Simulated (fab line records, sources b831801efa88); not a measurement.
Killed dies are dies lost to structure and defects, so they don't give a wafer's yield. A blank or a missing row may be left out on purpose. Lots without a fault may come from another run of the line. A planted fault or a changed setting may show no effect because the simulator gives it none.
Chamber matching | flow sky130 | SKY_CONTACT_CMP_27 on cmp-01: 4 sister chambers
The step polishes, stops on SiO2, t overpolish 15 s, target thk 0 nm. 4 wafers are shown with their chamber, then 7 later ones without.

WAFERS WITH THEIR CHAMBER
wafer  | chamber | time_to_endpoint_s (s)
L677.3 | 3       | 86
L682.2 | 0       | 76
L688.1 | 2       | 82
L688.4 | 1       | 81

WAFERS WITHOUT THEIR CHAMBER
wafer  | time_to_endpoint_s (s)
L688.6 | 82
L693.2 | 81
L693.3 | 79
L693.4 | 81
L694.2 | 83
L694.5 | 83
L694.6 | 77

WHICH CHAMBER EACH WENT THROUGH
wafer  | from the rows above          | in truth
L688.6 | can't be placed: 2 or 1      | 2
L693.2 | can't be placed: 1 or 2      | 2
L693.3 | can't be placed: 1 or 0 or 2 | 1
L693.4 | can't be placed: 1 or 2      | 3
L694.2 | can't be placed: 2 or 1      | 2
L694.5 | can't be placed: 2 or 1      | 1
L694.6 | 0                            | 0
Placed correctly: 1 of 7. Can't be placed from these rows: 6 (the true chamber is among the candidates in 5). Placed wrongly: 0.
How it was worked out, from the rows above alone: a wafer's distance from a chamber is the root of the sum, over the readings, of the square of ((its reading less the chamber's mean) divided by the reading's scatter). The wafer belongs to the nearest chamber; if the next one is less than 2 further off, it can't be placed. A chamber's mean is the mean of its shown wafers. The scatter: with one shown wafer a chamber, the root of the mean of the squares of how far each hidden wafer lies from its nearest shown one.
